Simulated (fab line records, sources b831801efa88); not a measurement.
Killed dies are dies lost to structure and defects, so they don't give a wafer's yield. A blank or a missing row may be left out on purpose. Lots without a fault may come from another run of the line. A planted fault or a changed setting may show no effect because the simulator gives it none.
fab line records | flow sky130
record lots=13 wafers=39 last_day=50
route steps=708 shown SONOS_ONO@182 GATE_OXIDE@200 POLY_GATE@218 LDD_N@253 LDD_P@265
lots that met no fault: from a run of the same line without faults
start_h: hours from the record's first day to the start of the lot's first wafer shown | wait_h: hours since the lot's step before | " the same as in the row above | L1.1+2: a row that stands for several wafers | - no value, or no start given | * or withheld: withheld | < > ~ a bound
route shown NAME@n: a module of which the file shows steps, and the number in the route of the first | usual: mean/standard deviation of fault-free wafers | same: alike in all rows | chamber/n: place in a boat | sites: the reading at each site | _std_site: their standard deviation | _edge_site: outer sites' mean less inner sites' | radius_mm: how far each site lies from the wafer's centre | mask NAME#n: copy n | behind: the tool/chamber that last shaped the wafer | hold: why the lot was held/for how many hours/how that ended | device: the transistor (n, p or np) that didn't switch | end of line: the same wafers' tests at the end of the route | a step without rows: its recipe alone | killed: dies lost to structure and defects at the first sort, not the wafer's yield | map: a wafer's dies, x killed, . not, _ none there
set.NAME: the setting as run; set.NAME@STEP: as run at that earlier step | model.NAME: the simulator's own value behind a step, which no gauge read
steps of the route over a sample of lots; a table a step, a row a wafer
services: from which hour (start_h, from the record's first day; less than 0 if before it) a tool's chamber was out of use, for how many hours, and why
## steps
# step SKY_SONOS_ONO_OVL_MEAS_14
# usual SONOS_ONO_OVL=-0.7/1.2
# columns lot.wafer tool chamber start_h wait_h SONOS_ONO_OVL[nm]
L626.2 overlay-02 - 290.60 0.1 -0.4
L626.3 " - " " 2.0
L626.4 " - " " -0.2
L627.4 overlay-02 - 295.63 0.1 -1.3
L627.5 " - " " -1.0
L627.6 " - " " 0.2
L629.3 overlay-01 - 309.36 0.1 0.4
L629.5 " - " " 1.5
L629.6 " - " " -0.9
L630.1 overlay-02 - 322.30 0.1 -0.7
L630.4 " - " " 0.2
L630.6 " - " " -0.5
L631.1 overlay-01 - 335.36 0.1 -0.6
L631.3 " - " " -1.7
L631.5 " - " " -0.9
L633.1 overlay-01 - 348.96 0.1 -1.7
L633.2 " - " " -1.6
L633.3 " - " " -2.6
L634.1 overlay-02 - 350.59 0.1 1.3
L634.4 " - " " 0.2
L634.6 " - " " 0.9
L637.3 overlay-02 - 376.86 0.1 -2.1
L637.4 " - " " -1.3
L637.6 " - " " 0.0
L644.2 overlay-02 - 434.15 0.1 -3.2
L644.3 " - " " -3.6
L644.5 " - " " -2.1
L645.3 overlay-01 - 443.12 0.1 0.7
L645.5 " - " " -1.9
L645.6 " - " " -1.0
L646.1 overlay-02 - 454.61 0.1 -0.8
L646.2 " - " " 0.5
L646.6 " - " " -0.5
L647.1 overlay-02 - 468.31 0.1 0.4
L647.3 " - " " -0.7
L647.5 " - " " 1.2
L648.2 overlay-02 - 477.25 0.1 -2.5
L648.3 " - " " -1.2
L648.5 " - " " 0.1
# step SKY_GATE_OXIDE_STRIP_13
# recipe chemistry=O2/N2 power_w=1400 pressure_mtorr=1500 platen_temp_c=withheld o2_flow_sccm=3000 n2_flow_sccm=300 overash_fraction=0.5
# usual drypump_motor_current_A=6.0/0.79 oes_product_au=0.715/0.0046 strip_time_to_endpoint_s=14.19/0.046
# columns lot.wafer tool chamber start_h wait_h drypump_motor_current_A oes_product_au rf_hours_counter_h strip_time_to_endpoint_s
L626.2 plasma_asher-03 1 318.76 0.0 6.7 0.722 62 14.17
L626.3 " 0 " " 6.5 0.720 - 14.14
L626.4 " 1 " " 6.7 0.713 - 14.10
L627.4 plasma_asher-02 1 324.63 0.0 5.0 0.718 - 14.12
L627.5 " 0 " " 4.8 0.714 - 14.15
L627.6 " 1 " " 5.0 0.708 - 14.15
L629.3 plasma_asher-04 0 337.81 0.0 6.3 0.718 - 14.15
L629.5 " 0 " " 6.3 0.722 - 14.11
L629.6 " 1 " " 4.7 0.718 - 14.10
L630.1 plasma_asher-03 1 351.76 0.0 6.7 0.720 65 14.14
L630.4 " 0 " " 6.5 0.715 - 14.18
L630.6 " 0 " " 6.5 0.716 - 14.17
L631.1 plasma_asher-03 1 366.96 0.0 6.7 0.719 67 14.16
L631.3 " 0 " " 6.5 0.721 - 14.18
L631.5 " 1 " " 6.7 0.721 - 14.15
L633.1 plasma_asher-04 0 379.66 0.0 6.4 0.719 26 14.14
L633.2 " 1 " " 4.7 0.721 26 14.19
L633.3 " 0 " " 6.4 0.718 - 14.21
L634.1 plasma_asher-03 0 380.97 0.0 6.5 0.709 68 14.21
L634.4 " 0 " " 6.5 0.713 - 14.23
L634.6 " 1 " " 6.7 0.718 - 14.22
L637.3 plasma_asher-03 0 406.84 0.0 6.5 0.705 - 14.27
L637.4 " 1 " " 6.7 0.717 - 14.28
L637.6 " 1 " " 6.7 0.721 - 14.25
L644.2 plasma_asher-04 0 468.16 0.0 6.3 0.714 34 14.27
L644.3 " 1 " " 4.7 0.716 - 14.26
L644.5 " 1 " " 4.7 0.714 - 14.21
L645.3 plasma_asher-03 1 476.04 0.0 6.7 0.715 - 14.19
L645.5 " 1 " " 6.7 0.710 - 14.17
L645.6 " 0 " " 6.5 0.711 - 14.18
L646.1 plasma_asher-04 1 488.01 0.0 4.7 0.711 36 14.17
L646.2 " 0 " " 6.3 0.713 36 14.19
L646.6 " 0 " " 6.3 0.709 - 14.18
L647.1 plasma_asher-02 0 501.52 0.0 4.8 0.716 70 14.22
L647.3 " 0 " " 4.8 0.716 - 14.24
L647.5 " 0 " " 4.8 0.718 - 14.24
L648.2 plasma_asher-04 1 510.07 0.0 4.8 0.722 38 14.14
L648.3 " 0 " " 6.4 0.713 - 14.18
L648.5 " 1 " " 4.8 0.708 - 14.19
# step SKY_POLY_GATE_THK_MEAS_04
# recipe reads=Si3N4_of_POLY_GATE_CVD_03
# usual POLY_GATE_CVD_03_THK=75.1/0.73
# columns lot.wafer tool chamber start_h wait_h POLY_GATE_CVD_03_THK[nm]
L626.2 film_metro-01 - 351.41 0.0 75.1
L626.3 " - " " 75.1
L626.4 " - " " 74.9
L627.4 film_metro-03 - 357.39 0.0 75.2
L627.5 " - " " 76.0
L627.6 " - " " 75.5
L629.3 film_metro-01 - 371.41 0.0 75.8
L629.5 " - " " 75.2
L629.6 " - " " 75.7
L630.1 film_metro-01 - 386.61 0.0 75.2
L630.4 " - " " 76.1
L630.6 " - " " 75.6
L631.1 film_metro-04 - 399.21 0.0 75.5
L631.3 " - " " 76.1
L631.5 " - " " 75.6
L633.1 film_metro-01 - 412.95 0.0 74.9
L633.2 " - " " 74.7
L633.3 " - " " 74.8
L634.1 film_metro-04 - 416.14 0.0 76.5
L634.4 " - " " 76.5
L634.6 " - " " 75.9
L637.3 film_metro-04 - 443.05 0.0 75.4
L637.4 " - " " 75.7
L637.6 " - " " 75.0
L644.2 film_metro-01 - 502.80 0.0 74.4
L644.3 " - " " 74.7
L644.5 " - " " 74.7
L645.3 film_metro-04 - 511.52 0.0 74.8
L645.5 " - " " 74.8
L645.6 " - " " 74.7
L646.1 film_metro-03 - 524.43 0.0 74.4
L646.2 " - " " 74.1
L646.6 " - " " 74.7
L647.1 film_metro-01 - 537.05 0.0 74.7
L647.3 " - " " 74.8
L647.5 " - " " 75.1
L648.2 film_metro-01 - 546.67 0.0 73.8
L648.3 " - " " 74.1
L648.5 " - " " 74.0
# step SKY_LDD_N_STRIP_16
# recipe chemistry=O2/N2 power_w=1400 pressure_mtorr=1500 platen_temp_c=withheld o2_flow_sccm=3000 n2_flow_sccm=300 overash_fraction=0.5
# usual drypump_motor_current_A=6.2/0.63 oes_product_au=0.406/0.005 strip_time_to_endpoint_s=4.317/0.016
# columns lot.wafer tool chamber start_h wait_h drypump_motor_current_A oes_product_au rf_hours_counter_h strip_time_to_endpoint_s
L626.2 plasma_asher-02 1 411.23 0.1 5.1 0.406 61 4.313
L626.3 " 0 " " 4.8 0.403 - 4.318
L626.4 " 1 " " 5.0 0.407 - 4.291
L627.4 plasma_asher-03 0 417.29 0.1 6.5 0.406 - 4.321
L627.5 " 1 " " 6.7 0.404 - 4.312
L627.6 " 0 " " 6.5 0.406 - 4.311
L629.3 plasma_asher-01 1 438.14 0.1 6.6 0.407 - 4.294
L629.5 " 1 " " 6.7 0.412 - 4.308
L629.6 " 0 " " 5.9 0.415 - 4.304
L630.1 plasma_asher-03 1 449.21 0.1 6.7 0.412 75 4.298
L630.4 " 1 " " 6.7 0.408 - 4.292
L630.6 " 1 " " 6.7 0.404 - 4.297
L631.1 plasma_asher-01 1 463.87 0.1 6.7 0.407 4 4.309
L631.3 " 1 " " 6.7 0.399 - 4.290
L631.5 " 0 " " 5.9 0.408 - 4.287
L633.1 plasma_asher-03 0 476.93 0.1 6.5 0.398 78 4.300
L633.2 " 1 " " 6.7 0.397 78 4.308
L633.3 " 0 " " 6.5 0.408 - 4.312
L634.1 plasma_asher-03 0 479.38 0.1 6.5 0.919 78 -
L634.4 " 0 " " 6.5 0.885 - -
L634.6 " 0 " " 6.5 0.905 - -
L637.3 plasma_asher-01 1 507.16 0.1 6.6 0.406 - 4.331
L637.4 " 0 " " 5.9 0.410 - 4.336
L637.6 " 0 " " 5.9 0.398 - 4.313
L644.2 plasma_asher-01 0 566.68 0.1 5.9 0.424 14 4.340
L644.3 " 1 " " 6.6 0.411 - 4.330
L644.5 " 1 " " 6.6 0.402 - 4.332
L645.3 plasma_asher-03 1 576.14 0.1 6.7 0.408 - 4.330
L645.5 " 0 " " 6.5 0.411 - 4.338
L645.6 " 1 " " 6.7 0.413 - 4.324
L646.1 plasma_asher-02 0 587.03 0.1 4.8 0.406 79 4.326
L646.2 " 1 " " 5.0 0.405 79 4.314
L646.6 " 0 " " 4.8 0.404 - 4.306
L647.1 plasma_asher-02 0 601.47 0.1 4.8 0.404 80 4.350
L647.3 " 1 " " 5.1 0.410 - 4.360
L647.5 " 1 " " 5.0 0.413 - 4.337
L648.2 plasma_asher-03 0 610.16 0.1 6.5 0.407 91 4.310
L648.3 " 0 " " 6.5 0.404 - 4.329
L648.5 " 1 " " 6.7 0.405 - 4.319
# step SKY_LDD_P_STRIP_10
# recipe chemistry=O2/N2 power_w=1400 pressure_mtorr=1500 platen_temp_c=withheld o2_flow_sccm=3000 n2_flow_sccm=300 overash_fraction=0.5
# usual drypump_motor_current_A=5.6/0.82 oes_product_au=0.715/0.0046 strip_time_to_endpoint_s=14.19/0.039
# columns lot.wafer tool chamber start_h wait_h drypump_motor_current_A oes_product_au rf_hours_counter_h strip_time_to_endpoint_s
L626.2 plasma_asher-02 0 441.69 0.1 4.8 0.720 64 14.25
L626.3 " 1 " " 5.0 0.716 - 14.22
L626.4 " 0 " " 4.8 0.718 - 14.23
L627.4 plasma_asher-02 1 448.01 0.1 5.1 0.722 - 14.19
L627.5 " 0 " " 4.8 0.719 - 14.17
L627.6 " 1 " " 5.1 0.717 - 14.14
L629.3 plasma_asher-02 0 469.37 0.1 4.8 0.718 - 14.18
L629.5 " 1 " " 5.1 0.716 - 14.19
L629.6 " 0 " " 4.8 0.716 - 14.13
L630.1 plasma_asher-02 1 479.83 0.1 5.1 0.711 68 14.16
L630.4 " 1 " " 5.1 0.719 - 14.19
L630.6 " 0 " " 4.8 0.716 - 14.17
L631.1 plasma_asher-03 1 493.92 0.1 6.7 0.721 80 14.17
L631.3 " 1 " " 6.7 0.717 - 14.15
L631.5 " 1 " " 6.7 0.718 - 14.16
L633.1 plasma_asher-03 0 507.63 0.1 6.5 0.720 81 14.11
L633.2 " 1 " " 6.7 0.715 81 14.11
L633.3 " 0 " " 6.5 0.712 - 14.10
L634.1 plasma_asher-03 0 510.19 0.1 6.5 0.712 82 15.78
L634.4 " 0 " " 6.5 0.721 - 15.78
L634.6 " 0 " " 6.5 0.724 - 15.81
L637.3 plasma_asher-02 0 538.17 0.1 4.8 0.709 - 14.19
L637.4 " 1 " " 5.0 0.716 - 14.26
L637.6 " 0 " " 4.8 0.723 - 14.26
L644.2 plasma_asher-02 1 596.58 0.1 5.0 0.716 80 14.13
L644.3 " 1 " " 5.0 0.715 - 14.20
L644.5 " 0 " " 4.8 0.721 - 14.17
L645.3 plasma_asher-02 0 605.90 0.1 4.8 0.714 - 14.20
L645.5 " 0 " " 4.8 0.717 - 14.22
L645.6 " 1 " " 5.1 0.713 - 14.16
L646.1 plasma_asher-04 0 617.03 0.1 6.3 0.716 48 14.20
L646.2 " 1 " " 4.7 0.723 48 14.19
L646.6 " 1 " " 4.7 0.716 - 14.19
L647.1 plasma_asher-04 0 631.14 0.1 6.3 0.711 49 14.19
L647.3 " 1 " " 4.8 0.717 - 14.19
L647.5 " 1 " " 4.7 0.726 - 14.22
L648.2 plasma_asher-03 1 639.87 0.1 6.7 0.718 95 14.20
L648.3 " 0 " " 6.5 0.710 - 14.17
L648.5 " 1 " " 6.7 0.711 - 14.15
# step SKY_LDD_P_TW_MEAS_11
# usual LDD_P_TW=633/3.6
# columns lot.wafer tool chamber start_h wait_h LDD_P_TW
L626.2 film_metro-03 - 441.81 0.1 634
L626.3 " - " " 636
L626.4 " - " " 631
L627.4 film_metro-03 - 448.11 0.1 632
L627.5 " - " " 634
L627.6 " - " " 634
L629.3 film_metro-04 - 469.46 0.1 632
L629.5 " - " " 636
L629.6 " - " " 635
L630.1 film_metro-02 - 479.93 0.1 636
L630.4 " - " " 630
L630.6 " - " " 633
L631.1 film_metro-04 - 494.02 0.1 636
L631.3 " - " " 635
L631.5 " - " " 636
L633.1 film_metro-04 - 507.73 0.1 635
L633.2 " - " " 637
L633.3 " - " " 640
L634.1 film_metro-04 - 510.29 0.1 30
L634.4 " - " " 30
L634.6 " - " " 30
L637.3 film_metro-02 - 538.26 0.1 635
L637.4 " - " " 633
L637.6 " - " " 635
L644.2 film_metro-04 - 596.69 0.1 631
L644.3 " - " " 635
L644.5 " - " " 633
L645.3 film_metro-02 - 605.99 0.1 634
L645.5 " - " " 635
L645.6 " - " " 632
L646.1 film_metro-03 - 617.13 0.1 635
L646.2 " - " " 631
L646.6 " - " " 631
L647.1 film_metro-03 - 631.24 0.1 628
L647.3 " - " " 628
L647.5 " - " " 628
L648.2 film_metro-03 - 639.98 0.1 629
L648.3 " - " " 629
L648.5 " - " " 625
## services
# columns tool chamber start_h hours kind
plasma_asher-03 - 297.17 3.5 repair
plasma_asher-01 - 368.29 1.4 repair
plasma_asher-01 - 406.05 2.1 repair
plasma_asher-01 - 421.25 9.0 pm
plasma_asher-01 0 421.25 9.0 vent_cycle
plasma_asher-01 1 421.25 9.0 vent_cycle
plasma_asher-01 0 430.25 - clean
plasma_asher-01 1 430.25 - clean
plasma_asher-04 - 443.65 4.9 repair
plasma_asher-04 - 479.68 7.1 repair
plasma_asher-02 - 517.88 1.7 repair
plasma_asher-04 - 565.34 2.8 pm
## key
first_sign step=SKY_LDD_N_STRIP_16 reading=oes_product_au direction=up sigmas=99+ usual=0.406 struck=0.903
effect step=SKY_LDD_P_STRIP_10 reading=strip_time_to_endpoint_s direction=up sigmas=41 usual=* struck=*
effect step=SKY_LDD_P_TW_MEAS_11 reading=LDD_P_TW direction=down sigmas=99+ usual=633 struck=30
met_at SKY_LDD_N_STRIP_16
struck_lots L634
sort_left_out L634.1,L634.4,L634.6
tester_left_out L634
not_acting_at SKY_SONOS_ONO_OVL_MEAS_14,SKY_GATE_OXIDE_STRIP_13,SKY_POLY_GATE_THK_MEAS_04
onset_between 476.93 479.38
fault kind=strip_aborted tool=plasma_asher-03 chamber=- onset_h=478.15 steps=SKY_LDD_N_STRIP_16 offset=0.85387 end_h=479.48
# tester_left_out: of these lots the tester's yield and bins aren't shown, on N5 and GAA mostly nor the transistor test; their killed dies are dies lost to structure and defects alone, not to doping, threshold or leakage, so they don't give the yield
# sort_left_out: the simulated sort isn't trusted on such a fault, so these wafers' sort isn't shown, and their yield isn't known
